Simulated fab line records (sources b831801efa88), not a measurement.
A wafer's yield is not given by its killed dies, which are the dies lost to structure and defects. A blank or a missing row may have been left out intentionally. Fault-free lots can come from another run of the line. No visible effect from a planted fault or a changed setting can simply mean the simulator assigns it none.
Which tool was responsible? || flow sky130 || 36 wafers from 12 lots sampled at 4 of the route's 708 steps

WHAT THE GAUGES READ, wafer by wafer
SKY_VIA1_CD_MEAS_12: the cd target is 150 nm. Usual: 149.7 nm for cd_nm, sd 1.7.
{"lot": "L400", "measured": "day 34 04:56", "on": "cd_sem-02", "cd_nm (nm)": "155.2 152.6 154.5", "flag": ""}
{"lot": "L401", "measured": "day 34 14:38", "on": "cd_sem-02", "cd_nm (nm)": "151.5 153.1 151.5", "flag": ""}
{"lot": "L402", "measured": "day 35 21:54", "on": "cd_sem-02", "cd_nm (nm)": "150.2 149.9 149.6", "flag": ""}
{"lot": "L403", "measured": "day 36 04:17", "on": "cd_sem-02", "cd_nm (nm)": "150.9 149.9 150.4", "flag": ""}
{"lot": "L404", "measured": "day 36 06:13", "on": "cd_sem-02", "cd_nm (nm)": "149.9 149.2 150.3", "flag": ""}
{"lot": "L405", "measured": "day 36 07:21", "on": "cd_sem-01", "cd_nm (nm)": "150.1 149.4 148.8", "flag": ""}
{"lot": "L406", "measured": "day 36 11:25", "on": "cd_sem-01", "cd_nm (nm)": "150.3 151.5 150.1", "flag": ""}
{"lot": "L407", "measured": "day 36 19:10", "on": "cd_sem-01", "cd_nm (nm)": "150.1 150.6 149.7", "flag": ""}
{"lot": "L408", "measured": "day 37 08:03", "on": "cd_sem-01", "cd_nm (nm)": "148.7 150.3 149.8", "flag": ""}
{"lot": "L414", "measured": "day 39 09:08", "on": "cd_sem-01", "cd_nm (nm)": "150.0 150.1 148.8", "flag": ""}
{"lot": "L415", "measured": "day 39 13:40", "on": "cd_sem-01", "cd_nm (nm)": "149.8 149.7 150.2", "flag": ""}
{"lot": "L417", "measured": "day 39 20:06", "on": "cd_sem-01", "cd_nm (nm)": "152.3 152.8 150.8", "flag": ""}

TOOL THAT RAN EACH LOT (tool first, then ch and the chambers of the sampled wafers, then the start)
{"lot": "L400", "SKY_FIELD_ISO_ETCH_17": "rie_si-02 ch 0,2, day 2 18:24", "SKY_DNWELL_DEVELOP_06": "litho_track-02 ch 0, day 3 16:00", "SKY_METAL1_STRIP_20": "plasma_asher-03 ch 0,1, day 33 01:22"}
{"lot": "L401", "SKY_FIELD_ISO_ETCH_17": "rie_si-01 ch 1,2,3, day 2 22:26", "SKY_DNWELL_DEVELOP_06": "litho_track-04 ch 0, day 3 20:00", "SKY_METAL1_STRIP_20": "plasma_asher-03 ch 0,1, day 33 11:35"}
{"lot": "L402", "SKY_FIELD_ISO_ETCH_17": "rie_si-02 ch 1,2, day 3 01:40", "SKY_DNWELL_DEVELOP_06": "litho_track-02 ch 0, day 4 01:00", "SKY_METAL1_STRIP_20": "plasma_asher-04 ch 0,1, day 34 18:56"}
{"lot": "L403", "SKY_FIELD_ISO_ETCH_17": "rie_si-02 ch 1,3, day 3 07:03", "SKY_DNWELL_DEVELOP_06": "litho_track-01 ch 0, day 4 17:00", "SKY_METAL1_STRIP_20": "plasma_asher-01 ch 0,1, day 35 01:44"}
{"lot": "L404", "SKY_FIELD_ISO_ETCH_17": "rie_si-02 ch 1,2,3, day 3 11:13", "SKY_DNWELL_DEVELOP_06": "litho_track-02 ch 0, day 4 19:00", "SKY_METAL1_STRIP_20": "plasma_asher-01 ch 0,1, day 35 03:23"}
{"lot": "L405", "SKY_FIELD_ISO_ETCH_17": "rie_si-02 ch 0,2, day 3 17:08", "SKY_DNWELL_DEVELOP_06": "litho_track-01 ch 0, day 4 19:00", "SKY_METAL1_STRIP_20": "plasma_asher-03 ch 1, day 35 04:04"}
{"lot": "L406", "SKY_FIELD_ISO_ETCH_17": "rie_si-01 ch 0,1,2, day 3 22:09", "SKY_DNWELL_DEVELOP_06": "litho_track-01 ch 0, day 5 01:00", "SKY_METAL1_STRIP_20": "plasma_asher-04 ch 0,1, day 35 08:25"}
{"lot": "L407", "SKY_FIELD_ISO_ETCH_17": "rie_si-01 ch 0,1,3, day 4 04:55", "SKY_DNWELL_DEVELOP_06": "litho_track-01 ch 0, day 5 07:00", "SKY_METAL1_STRIP_20": "plasma_asher-04 ch 0,1, day 35 16:34"}
{"lot": "L408", "SKY_FIELD_ISO_ETCH_17": "rie_si-01 ch 0,1,2, day 4 15:22", "SKY_DNWELL_DEVELOP_06": "litho_track-01 ch 0, day 5 16:00", "SKY_METAL1_STRIP_20": "plasma_asher-03 ch 0,1, day 36 04:58"}
{"lot": "L414", "SKY_FIELD_ISO_ETCH_17": "rie_si-01 ch 0,1,3, day 5 16:13", "SKY_DNWELL_DEVELOP_06": "litho_track-02 ch 0, day 6 20:00", "SKY_METAL1_STRIP_20": "plasma_asher-04 ch 0,1, day 38 07:38"}
{"lot": "L415", "SKY_FIELD_ISO_ETCH_17": "rie_si-02 ch 0,2,3, day 5 21:39", "SKY_DNWELL_DEVELOP_06": "litho_track-02 ch 0, day 7 00:00", "SKY_METAL1_STRIP_20": "plasma_asher-01 ch 0,1, day 38 11:43"}
{"lot": "L417", "SKY_FIELD_ISO_ETCH_17": "rie_si-01 ch 0,3, day 6 07:21", "SKY_DNWELL_DEVELOP_06": "litho_track-04 ch 0, day 7 12:00", "SKY_METAL1_STRIP_20": "plasma_asher-04 ch 0,1, day 38 18:00"}
- SKY_FIELD_ISO_ETCH_17: etches Si in HBr/Cl2/O2, target depth 342 nm, time 97.7 s.
- SKY_DNWELL_DEVELOP_06: develop time 60 s.
- SKY_METAL1_STRIP_20: strips in O2/N2.

AS READ BY THE TOOLS THEMSELVES (means over the sampled wafers that have a number; for cases with no such wafer, the mark the record gives instead)
SKY_FIELD_ISO_ETCH_17. Usual: HBr_flow_sccm 150.0 sccm, standard deviation 0.44; drypump_motor_current_A 5.79 A, standard deviation 0.26; oes_product_au 0.996 a.u., standard deviation 0.0082; throttle_valve_pct 25.658 %, standard deviation 0.01.
{"lot": "L400", "tool": "rie_si-02", "HBr_flow_sccm (sccm)": 150.2, "drypump_motor_current_A (A)": 5.74, "oes_product_au (a.u.)": 0.999, "throttle_valve_pct (%)": 25.659, "flag": ""}
{"lot": "L401", "tool": "rie_si-01", "HBr_flow_sccm (sccm)": 149.9, "drypump_motor_current_A (A)": 5.79, "oes_product_au (a.u.)": 0.996, "throttle_valve_pct (%)": 25.656, "flag": ""}
{"lot": "L402", "tool": "rie_si-02", "HBr_flow_sccm (sccm)": 149.6, "drypump_motor_current_A (A)": 5.83, "oes_product_au (a.u.)": 1.005, "throttle_valve_pct (%)": 25.648, "flag": ""}
{"lot": "L403", "tool": "rie_si-02", "HBr_flow_sccm (sccm)": 150.2, "drypump_motor_current_A (A)": 5.67, "oes_product_au (a.u.)": 0.996, "throttle_valve_pct (%)": 25.657, "flag": ""}
{"lot": "L404", "tool": "rie_si-02", "HBr_flow_sccm (sccm)": 150.4, "drypump_motor_current_A (A)": 5.74, "oes_product_au (a.u.)": 0.997, "throttle_valve_pct (%)": 25.666, "flag": ""}
{"lot": "L405", "tool": "rie_si-02", "HBr_flow_sccm (sccm)": 149.8, "drypump_motor_current_A (A)": 5.81, "oes_product_au (a.u.)": 0.990, "throttle_valve_pct (%)": 25.670, "flag": ""}
{"lot": "L406", "tool": "rie_si-01", "HBr_flow_sccm (sccm)": 150.3, "drypump_motor_current_A (A)": 5.78, "oes_product_au (a.u.)": 0.996, "throttle_valve_pct (%)": 25.667, "flag": ""}
{"lot": "L407", "tool": "rie_si-01", "HBr_flow_sccm (sccm)": 150.2, "drypump_motor_current_A (A)": 5.84, "oes_product_au (a.u.)": 0.997, "throttle_valve_pct (%)": 25.658, "flag": ""}
{"lot": "L408", "tool": "rie_si-01", "HBr_flow_sccm (sccm)": 149.9, "drypump_motor_current_A (A)": 5.78, "oes_product_au (a.u.)": 0.989, "throttle_valve_pct (%)": 25.662, "flag": ""}
{"lot": "L414", "tool": "rie_si-01", "HBr_flow_sccm (sccm)": 150.2, "drypump_motor_current_A (A)": 5.83, "oes_product_au (a.u.)": 0.987, "throttle_valve_pct (%)": 25.662, "flag": ""}
{"lot": "L415", "tool": "rie_si-02", "HBr_flow_sccm (sccm)": 150.2, "drypump_motor_current_A (A)": 5.73, "oes_product_au (a.u.)": 0.997, "throttle_valve_pct (%)": 25.665, "flag": ""}
{"lot": "L417", "tool": "rie_si-01", "HBr_flow_sccm (sccm)": 149.9, "drypump_motor_current_A (A)": 6.14, "oes_product_au (a.u.)": 1.001, "throttle_valve_pct (%)": 25.659, "flag": ""}

SKY_DNWELL_DEVELOP_06. Usual: developer_temp_C 23.00 C, standard deviation 0.12; resist_line_temp_C 22.99 C, standard deviation 0.11.
{"lot": "L400", "tool": "litho_track-02", "developer_temp_C (C)": 22.98, "resist_line_temp_C (C)": 23.00, "flag": ""}
{"lot": "L401", "tool": "litho_track-04", "developer_temp_C (C)": 22.88, "resist_line_temp_C (C)": 22.97, "flag": ""}
{"lot": "L402", "tool": "litho_track-02", "developer_temp_C (C)": 22.95, "resist_line_temp_C (C)": 22.92, "flag": ""}
{"lot": "L403", "tool": "litho_track-01", "developer_temp_C (C)": 22.99, "resist_line_temp_C (C)": 23.01, "flag": ""}
{"lot": "L404", "tool": "litho_track-02", "developer_temp_C (C)": 22.98, "resist_line_temp_C (C)": 23.05, "flag": ""}
{"lot": "L405", "tool": "litho_track-01", "developer_temp_C (C)": 22.94, "resist_line_temp_C (C)": 23.01, "flag": ""}
{"lot": "L406", "tool": "litho_track-01", "developer_temp_C (C)": 23.05, "resist_line_temp_C (C)": 22.89, "flag": ""}
{"lot": "L407", "tool": "litho_track-01", "developer_temp_C (C)": 22.99, "resist_line_temp_C (C)": 23.11, "flag": ""}
{"lot": "L408", "tool": "litho_track-01", "developer_temp_C (C)": 23.03, "resist_line_temp_C (C)": 22.89, "flag": ""}
{"lot": "L414", "tool": "litho_track-02", "developer_temp_C (C)": 23.86, "resist_line_temp_C (C)": 23.06, "flag": "OFF"}
{"lot": "L415", "tool": "litho_track-02", "developer_temp_C (C)": 24.16, "resist_line_temp_C (C)": 22.92, "flag": "OFF"}
{"lot": "L417", "tool": "litho_track-04", "developer_temp_C (C)": 23.02, "resist_line_temp_C (C)": 22.95, "flag": ""}

SKY_METAL1_STRIP_20. Usual: drypump_motor_current_A 5.6 A, standard deviation 0.38; oes_product_au 0.342 a.u., standard deviation 0.0049; strip_time_to_endpoint_s 2.69 s, standard deviation 0.04.
{"lot": "L400", "tool": "plasma_asher-03", "drypump_motor_current_A (A)": 5.7, "oes_product_au (a.u.)": 0.341, "strip_time_to_endpoint_s (s)": 2.66, "flag": ""}
{"lot": "L401", "tool": "plasma_asher-03", "drypump_motor_current_A (A)": 5.6, "oes_product_au (a.u.)": 0.337, "strip_time_to_endpoint_s (s)": 2.62, "flag": ""}
{"lot": "L402", "tool": "plasma_asher-04", "drypump_motor_current_A (A)": 6.1, "oes_product_au (a.u.)": 0.340, "strip_time_to_endpoint_s (s)": 2.66, "flag": ""}
{"lot": "L403", "tool": "plasma_asher-01", "drypump_motor_current_A (A)": 5.0, "oes_product_au (a.u.)": 0.339, "strip_time_to_endpoint_s (s)": 2.68, "flag": ""}
{"lot": "L404", "tool": "plasma_asher-01", "drypump_motor_current_A (A)": 5.1, "oes_product_au (a.u.)": 0.341, "strip_time_to_endpoint_s (s)": 2.67, "flag": ""}
{"lot": "L405", "tool": "plasma_asher-03", "drypump_motor_current_A (A)": 5.7, "oes_product_au (a.u.)": 0.339, "strip_time_to_endpoint_s (s)": 2.65, "flag": ""}
{"lot": "L406", "tool": "plasma_asher-04", "drypump_motor_current_A (A)": 6.0, "oes_product_au (a.u.)": 0.342, "strip_time_to_endpoint_s (s)": 2.67, "flag": ""}
{"lot": "L407", "tool": "plasma_asher-04", "drypump_motor_current_A (A)": 6.0, "oes_product_au (a.u.)": 0.340, "strip_time_to_endpoint_s (s)": 2.69, "flag": ""}
{"lot": "L408", "tool": "plasma_asher-03", "drypump_motor_current_A (A)": 5.7, "oes_product_au (a.u.)": 0.341, "strip_time_to_endpoint_s (s)": 2.71, "flag": ""}
{"lot": "L414", "tool": "plasma_asher-04", "drypump_motor_current_A (A)": 6.1, "oes_product_au (a.u.)": 0.345, "strip_time_to_endpoint_s (s)": 2.73, "flag": ""}
{"lot": "L415", "tool": "plasma_asher-01", "drypump_motor_current_A (A)": 5.1, "oes_product_au (a.u.)": 0.341, "strip_time_to_endpoint_s (s)": 2.71, "flag": ""}
{"lot": "L417", "tool": "plasma_asher-04", "drypump_motor_current_A (A)": 6.0, "oes_product_au (a.u.)": 0.344, "strip_time_to_endpoint_s (s)": 2.72, "flag": ""}

THE ANSWER, worked out from the rows above alone
Rule: take the mean of a lot's wafers that have a number; if it is more than 3 standard deviations from the usual mean, the lot is off. A lot without any number at a reading at which 4 lots or more have one is off too. Where the step has rows for the other lots, those lots are counted as sound. After the gauges, taken in route order, come the tools' own readings; for these a lot's mean is taken, as printed above. At the first step where some lot is off, the reading lying furthest off is the one used; lots without a number count as furthest.
Off: L414, L415, at SKY_DNWELL_DEVELOP_06 (developer_temp_C).
If a tool, at that step or one of the process steps before it, ran each lot that is off and ran no sound lot following the first of them, it fits. One fits: litho_track-02 at SKY_DNWELL_DEVELOP_06. A fault onset in the window from L404 (day 4 19:00, its last sound lot) to L414 (day 6 20:00, its first lot off) fits.
On the lots that are off, the tool's own readings at SKY_DNWELL_DEVELOP_06 differ by more than 5 times the standard deviation of the sound lots' means, which bears it out; developer_temp_C reads 24.01 C there versus 22.98 C on the sound lots.

WHAT HAD BEEN PUT IN BY THE SIMULATOR
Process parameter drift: litho_track-02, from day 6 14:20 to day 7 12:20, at SKY_DNWELL_DEVELOP_06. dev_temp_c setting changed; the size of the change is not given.
Struck lots among those shown: L414, L415. The same result came from the rule above.
